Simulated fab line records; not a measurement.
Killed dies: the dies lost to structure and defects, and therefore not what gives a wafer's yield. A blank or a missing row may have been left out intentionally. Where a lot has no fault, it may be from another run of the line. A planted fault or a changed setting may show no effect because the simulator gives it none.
fab line records ; flow sky130
[record] lots = 5; wafers = 15; last_day = 50
route steps=708 shown METAL1@446 VIA1@458
lots that met no fault: from a run of the same line without faults
start_h: hours from the record's first day to the start of the lot's first wafer shown ; wait_h: how many hours have passed since the lot's step before this one ; " repeats the value in the row above ; L1.1+2: a row that stands for several wafers ; - value missing, or start not given ; * or withheld: withheld ; < > ~ a bound
route shown NAME@n: names a module that has steps shown in the file, with the first one's number in the route ; usual: average and standard deviation across the fault-free wafers ; same: alike in all rows ; chamber/n: place in a boat ; sites: per-site readings ; _std_site: the standard deviation of these ; _edge_site: inner sites' mean taken away from outer sites' mean ; radius_mm: how far each site lies from the wafer's centre ; mask NAME#n: copy n ; behind: the tool/chamber that last shaped the wafer ; hold: why the lot went on hold/how many hours it stayed there/how the hold came to an end ; device: transistor that didn't switch, given as n, p or np ; end of line: the route-end tests of the same wafers ; where a step has no rows: the recipe by itself ; killed: count of dies lost to structure and defects at first sort (not the wafer's yield) ; map: a wafer's dies, marking killed ones x, the rest . and places with no die _
set.NAME: the setting that was run; set.NAME@STEP: the one run at that earlier step ; model.NAME: the simulator's own value behind a step, which no gauge read
lots at some steps of the route; a table a step, a row a wafer
services: the hour from which a tool's chamber was out of use, counted from the record's first day as start_h (under 0 if before that day), plus the number of hours and why
[[steps]]
[step SKY_METAL1_EXPOSE_12]
[recipe] mask_id = MM1; na = 0.8; source_shape = annular; sigma_inner = 0.55; sigma_outer = 0.85; target_cd_nm = 140; dose_mj = 28
[step SKY_METAL1_PEB_13]
[recipe] peb_temp_c = withheld; peb_time_s = withheld; resist = KrF-thick
[step SKY_METAL1_DEVELOP_14]
[recipe] develop_time_s = 60; resist = KrF-thick; dev_temp_c = 21
[step SKY_METAL1_CD_MEAS_15]
[recipe] target_cd_nm = 140
[usual] cd_nm = 139.5/1.8
lot.wafer;tool;chamber;start_h;wait_h;cd_nm
L951.1;cd_sem-01;-;856.07;-;136.2
L951.5;cd_sem-01;-;856.07;-;137.4
L951.6;cd_sem-01;-;856.07;-;137.8
L952.1;cd_sem-01;-;859.99;-;139.4
L952.2;cd_sem-01;-;859.99;-;140.7
L952.5;cd_sem-01;-;859.99;-;140.6
L955.1;cd_sem-02;-;873.28;-;142.1
L955.3;cd_sem-02;-;873.28;-;142.6
L955.4;cd_sem-02;-;873.28;-;140.2
L958.2;cd_sem-01;-;902.25;-;140.3
L958.3;cd_sem-01;-;902.25;-;141.0
L958.4;cd_sem-01;-;902.25;-;140.2
L961.3;cd_sem-01;-;924.32;-;138.8
L961.4;cd_sem-01;-;924.32;-;137.8
L961.5;cd_sem-01;-;924.32;-;139.5
[step SKY_METAL1_OVL_MEAS_16]
[usual] METAL1_OVL = -1/4.7
lot.wafer;tool;chamber;start_h;wait_h;METAL1_OVL[nm]
L951.1;overlay-02;-;856.19;0.1;6
L951.5;overlay-02;-;856.19;0.1;8
L951.6;overlay-02;-;856.19;0.1;8
L952.1;overlay-02;-;860.11;0.1;-1
L952.2;overlay-02;-;860.11;0.1;-3
L952.5;overlay-02;-;860.11;0.1;4
L955.1;overlay-01;-;873.40;0.1;-3
L955.3;overlay-01;-;873.40;0.1;3
L955.4;overlay-01;-;873.40;0.1;3
L958.2;overlay-02;-;902.35;0.1;1
L958.3;overlay-02;-;902.35;0.1;0
L958.4;overlay-02;-;902.35;0.1;-4
L961.3;overlay-01;-;924.41;0.1;-2
L961.4;overlay-01;-;924.41;0.1;6
L961.5;overlay-01;-;924.41;0.1;4
[step SKY_METAL1_DESCUM_17]
[recipe] chemistry = O2; source_power_w = 150; bias_power_w = 0; pressure_mtorr = 10; temp_c = 40; time_s = 8
[usual] drypump_motor_current_A = 5.9/0.43; oes_product_au = 1.001/0.014; temp_c = 40.00/0.11
lot.wafer;tool;chamber;start_h;wait_h;drypump_motor_current_A;oes_product_au;rf_hours_counter_h;temp_c
L951.1;rie_metal-03;1;856.23;0.0;6.1;0.989;14;40.05
L951.5;rie_metal-03;0;856.23;0.0;6.4;1.008;-;40.06
L951.6;rie_metal-03;1;856.23;0.0;6.1;0.995;-;39.80
L952.1;rie_metal-02;1;860.15;0.0;5.3;0.992;3;40.02
L952.2;rie_metal-02;0;860.15;0.0;5.9;1.013;7;39.95
L952.5;rie_metal-02;1;860.15;0.0;5.3;0.983;-;39.87
L955.1;rie_metal-01;0;873.44;0.0;5.4;1.011;8;39.96
L955.3;rie_metal-01;0;873.44;0.0;5.4;1.020;-;39.97
L955.4;rie_metal-01;1;873.44;0.0;6.1;0.998;-;39.94
L958.2;rie_metal-02;1;902.38;0.0;5.3;0.989;5;39.97
L958.3;rie_metal-02;1;902.38;0.0;5.3;0.990;-;39.94
L958.4;rie_metal-02;0;902.38;0.0;6.0;1.021;-;39.96
L961.3;rie_metal-02;1;924.45;0.0;5.3;0.988;-;39.81
L961.4;rie_metal-02;0;924.45;0.0;6.0;1.009;-;39.99
L961.5;rie_metal-02;1;924.45;0.0;5.3;0.982;-;39.80
[step SKY_METAL1_ETCH_18]
[recipe] chemistry = N2/H2; target = BARC; ion_energy_ev = 200; bias_w = 100; pressure_mtorr = 30; n2_flow_sccm = 100; h2_flow_sccm = 200; icp_w = 500; stop_on = SiO2; time_s = 45.9; target_depth_a = 600
[usual] drypump_motor_current_A = 5.9/0.43; oes_product_au = 0.855/0.0045; throttle_valve_pct = 13.226/0.0084
lot.wafer;tool;chamber;start_h;wait_h;drypump_motor_current_A;oes_product_au;rf_hours_counter_h;throttle_valve_pct
L951.1;rie_metal-03;1;856.26;0.0;6.1;0.850;14;13.220
L951.5;rie_metal-03;0;856.26;0.0;6.4;0.851;-;13.225
L951.6;rie_metal-03;1;856.26;0.0;6.1;0.861;-;13.237
L952.1;rie_metal-02;1;860.18;0.0;5.4;0.858;3;13.216
L952.2;rie_metal-02;0;860.18;0.0;5.9;0.856;7;13.214
L952.5;rie_metal-02;1;860.18;0.0;5.3;0.846;-;13.223
L955.1;rie_metal-01;0;873.48;0.0;5.3;0.849;8;13.218
L955.3;rie_metal-01;0;873.48;0.0;5.3;0.842;-;13.222
L955.4;rie_metal-01;1;873.48;0.0;6.0;0.856;-;13.231
L958.2;rie_metal-02;1;902.41;0.0;5.3;0.846;5;13.225
L958.3;rie_metal-02;1;902.41;0.0;5.3;0.862;-;13.232
L958.4;rie_metal-02;0;902.41;0.0;6.0;0.854;-;13.221
L961.3;rie_metal-02;1;924.49;0.0;5.4;0.856;-;13.219
L961.4;rie_metal-02;0;924.49;0.0;6.0;0.853;-;13.240
L961.5;rie_metal-02;1;924.49;0.0;5.4;0.850;-;13.241
[step SKY_METAL1_METAL_ETCH_19]
[recipe] target_depth_a = 3600; stop_on = SiO2; over_etch_frac = 0.3; time_s = 78; chemistry = Cl2/BCl3; resist_sidewall_deg = 88; pressure_mtorr = 10; icp_w = 900; bias_w = 48.5; Cl2_flow_sccm = 60; bcl3_flow_sccm = 30
[usual] drypump_motor_current_A = 5.9/0.43; mfc_cl2_sccm = 60.02/0.2; oes_product_au = 0.852/0.006; throttle_valve_pct = 22.264/0.0096
lot.wafer;tool;chamber;start_h;wait_h;drypump_motor_current_A;mfc_cl2_sccm;oes_product_au;rf_hours_counter_h;throttle_valve_pct
L951.1;rie_metal-03;1;856.33;0.0;6.1;59.98;0.854;14;22.271
L951.5;rie_metal-03;0;856.33;0.0;6.4;59.70;0.851;-;22.260
L951.6;rie_metal-03;1;856.33;0.0;6.1;60.05;0.857;-;22.275
L952.1;rie_metal-02;1;860.24;0.0;5.3;60.32;0.854;3;22.270
L952.2;rie_metal-02;0;860.24;0.0;6.0;59.71;0.849;7;22.261
L952.5;rie_metal-02;1;860.24;0.0;5.3;60.42;0.851;-;22.271
L955.1;rie_metal-01;0;873.56;0.1;5.3;60.46;0.847;8;22.260
L955.3;rie_metal-01;0;873.56;0.1;5.3;60.16;0.845;-;22.259
L955.4;rie_metal-01;1;873.56;0.1;6.0;59.81;0.850;-;22.269
L958.2;rie_metal-02;1;902.48;0.0;5.3;59.73;0.849;5;22.258
L958.3;rie_metal-02;1;902.48;0.0;5.4;59.88;0.855;-;22.259
L958.4;rie_metal-02;0;902.48;0.0;5.9;60.09;0.858;-;22.275
L961.3;rie_metal-02;1;924.56;0.1;5.3;59.83;0.844;-;22.270
L961.4;rie_metal-02;0;924.56;0.1;5.9;60.29;0.846;-;22.275
L961.5;rie_metal-02;1;924.56;0.1;5.3;59.92;0.846;-;22.261
[step SKY_METAL1_STRIP_20]
[recipe] chemistry = O2/N2; power_w = 1400; pressure_mtorr = 1500; platen_temp_c = withheld; o2_flow_sccm = 3000; n2_flow_sccm = 300; overash_fraction = 0.5
[usual] drypump_motor_current_A = 6.1/0.71; o2_flow_sccm = 2999/9.9; oes_product_au = 0.343/0.0057; strip_time_to_endpoint_s = 2.70/0.069
lot.wafer;tool;chamber;start_h;wait_h;drypump_motor_current_A;o2_flow_sccm;oes_product_au;rf_hours_counter_h;strip_time_to_endpoint_s
L951.1;plasma_asher-03;1;856.42;0.1;6.7;2999;0.345;11;2.77
L951.5;plasma_asher-03;0;856.42;0.1;6.5;3007;0.341;-;2.67
L951.6;plasma_asher-03;1;856.42;0.1;6.7;2998;0.351;-;2.79
L952.1;plasma_asher-02;0;860.33;0.1;4.8;2998;0.351;103;2.78
L952.2;plasma_asher-02;1;860.33;0.1;5.1;3001;0.348;103;2.58
L952.5;plasma_asher-02;0;860.33;0.1;4.8;3005;0.352;-;2.77
L955.1;plasma_asher-03;1;873.68;0.1;6.7;2993;0.353;13;2.63
L955.3;plasma_asher-03;1;873.68;0.1;6.7;2997;0.347;-;2.62
L955.4;plasma_asher-03;0;873.68;0.1;6.5;3013;0.346;-;2.70
L958.2;plasma_asher-01;1;902.57;0.1;6.7;2995;0.344;52;2.77
L958.3;plasma_asher-01;0;902.57;0.1;5.9;3002;0.346;-;2.78
L958.4;plasma_asher-01;1;902.57;0.1;6.7;2997;0.345;-;2.65
L961.3;plasma_asher-02;1;924.66;0.1;5.0;3016;0.347;-;2.77
L961.4;plasma_asher-02;0;924.66;0.1;4.8;2986;0.338;-;2.64
L961.5;plasma_asher-02;1;924.66;0.1;5.0;3004;0.338;-;2.75
[step SKY_METAL1_STRIP_21]
[recipe] chemistry = post_etch_residue_remover; time_s = 1200; temp_c = 72.5
[step SKY_METAL1_CLEAN_22]
[recipe] chemistry = IPA; time_s = 180; temp_c = 25
[step SKY_METAL1_CLEAN_23]
[recipe] chemistry = O3/DIW; dry = n2_spin
[step SKY_VIA1_HDPCVD_00]
[recipe] material = SiO2; target_thk_nm = 1030; sigma_open_frac = 0.3; time_s = 171.7; temp_c = 400; sih4_flow_sccm = 60; pressure_mtorr = 6
lot.wafer;tool;chamber;start_h;wait_h;model.SiO2_of_VIA1_HDPCVD_00.thk_nm
L951.1;hdpcvd-01;0;857.07;0.0;1025
L951.5;hdpcvd-01;0;857.07;0.0;1030
L951.6;hdpcvd-01;1;857.07;0.0;1041
L952.1;hdpcvd-02;1;861.39;0.0;1027
L952.2;hdpcvd-02;0;861.39;0.0;1032
L952.5;hdpcvd-02;0;861.39;0.0;1028
L955.1;hdpcvd-02;2;874.28;0.0;1028
L955.3;hdpcvd-02;1;874.28;0.0;1051
L955.4;hdpcvd-02;2;874.28;0.0;1025
L958.2+3;hdpcvd-02;1,0;903.16;0.0;1018
L958.4;hdpcvd-02;0;903.16;0.0;1024
L961.3;hdpcvd-02;1;925.30;0.0;1045
L961.4;hdpcvd-02;1;925.30;0.0;1034
L961.5;hdpcvd-02;0;925.30;0.0;791.3
[step SKY_VIA1_THK_MEAS_01]
[recipe] reads = SiO2_of_VIA1_HDPCVD_00
[usual] VIA1_HDPCVD_THK = 1028/9.5
lot.wafer;tool;chamber;start_h;wait_h;hold;VIA1_HDPCVD_THK[nm]
L951.1;film_metro-01;-;857.18;0.1;-;1024
L951.5;film_metro-01;-;857.18;0.1;-;1030
L951.6;film_metro-01;-;857.18;0.1;-;1042
L952.1;film_metro-01;-;861.50;0.1;-;1027
L952.2;film_metro-01;-;861.50;0.1;-;1032
L952.5;film_metro-01;-;861.50;0.1;-;1028
L955.1;film_metro-04;-;874.39;0.1;-;1028
L955.3;film_metro-04;-;874.39;0.1;-;1051
L955.4;film_metro-04;-;874.39;0.1;-;1026
L958.2;film_metro-03;-;903.28;0.1;-;1019
L958.3;film_metro-03;-;903.28;0.1;-;1017
L958.4;film_metro-03;-;903.28;0.1;-;1023
L961.3;film_metro-01;-;925.43;0.1;await_dispo/0.2h/release;1046
L961.4;film_metro-01;-;925.43;0.1;await_dispo/0.2h/release;1034
L961.5;film_metro-01;-;925.43;0.1;await_dispo/0.2h/release;792
L961.3;film_metro-01;-;925.66;0.2;-;1045
L961.4;film_metro-01;-;925.66;0.2;-;1034
L961.5;film_metro-01;-;925.66;0.2;-;791
[step SKY_VIA1_CMP_02]
[recipe] material = SiO2; down_force_psi = 4; platen_rpm = 60; pad_velocity_m_s = 0.94248
[usual] motor_current_A = 11.8/1.3
lot.wafer;tool;chamber;start_h;wait_h;hold;motor_current_A
L951.1;cmp-01;3;857.29;0.1;-;10.8
L951.5;cmp-01;2;857.29;0.1;-;12.6
L951.6;cmp-01;3;857.29;0.1;-;11.3
L952.1;cmp-02;3;861.66;0.1;-;12.8
L952.2;cmp-02;0;861.66;0.1;-;9.4
L952.5;cmp-02;1;861.66;0.1;-;12.1
L955.4;cmp-01;3;874.50;0.1;-;11.4
L955.1;cmp-01;0;874.50;0.1;-;10.4
L955.3;cmp-01;1;874.50;0.1;-;12.6
L958.3;cmp-02;3;903.33;0.0;-;13.1
L958.2;cmp-02;0;903.33;0.0;-;9.5
L958.4;cmp-02;2;903.33;0.0;-;13.2
L961.4;cmp-01;2;930.95;5.3;await_dispo/5.2h/release;12.0
L961.3;cmp-01;3;930.95;5.3;await_dispo/5.2h/release;10.9
L961.5;cmp-01;1;930.95;5.3;await_dispo/5.2h/release;12.2
[[services]]
tool;chamber;start_h;hours;kind
cmp-02;-;850.26;5.0;pm
rie_metal-01;1;852.08;-;clean
rie_metal-01;1;852.08;20.0;scheduled_down
rie_metal-01;1;852.08;20.0;vent_cycle
plasma_asher-01;-;860.48;1.4;repair
cmp-01;-;869.18;3.9;pm
cmp-02;-;873.09;6.1;pm
plasma_asher-01;-;875.32;1.2;repair
rie_metal-02;-;875.61;0.7;repair
plasma_asher-02;-;880.67;14.6;pm
plasma_asher-02;-;897.25;16.6;repair
hdpcvd-01;-;898.22;0.7;repair
cmp-02;-;912.26;4.0;pm
cmp-02;-;916.26;-;consumable_replace:conditioner
cmp-02;-;916.26;-;consumable_replace:pad
rie_metal-03;1;927.03;-;clean
rie_metal-03;1;927.03;26.2;scheduled_down
rie_metal-03;1;927.03;26.2;vent_cycle
[[key]]
[first_sign] step = SKY_VIA1_THK_MEAS_01; reading = visit; direction = added
[effect] step = SKY_VIA1_THK_MEAS_01; reading = VIA1_HDPCVD_THK; direction = down; sigmas = 25; usual = 1028; struck = 792
[model_effect] step = SKY_VIA1_HDPCVD_00; value = SiO2_of_VIA1_HDPCVD_00.thk_nm; without = 1042; struck = 791.3
met_at SKY_VIA1_HDPCVD_00
struck_wafers L961.5
sort_left_out L961.5
onset_between 903.16 925.30
[fault] kind = process_parameter_drift; tool = hdpcvd-02; chamber = 0; onset_h = 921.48; steps = SKY_VIA1_HDPCVD_00; channel = target_thk_nm; offset = -250.73; shape = step; end_h = 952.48; acts_in = these_recipes_only; stated = 1030
// sort_left_out: the simulated sort isn't trusted on such a fault, so these wafers' sort isn't shown, and their yield isn't known
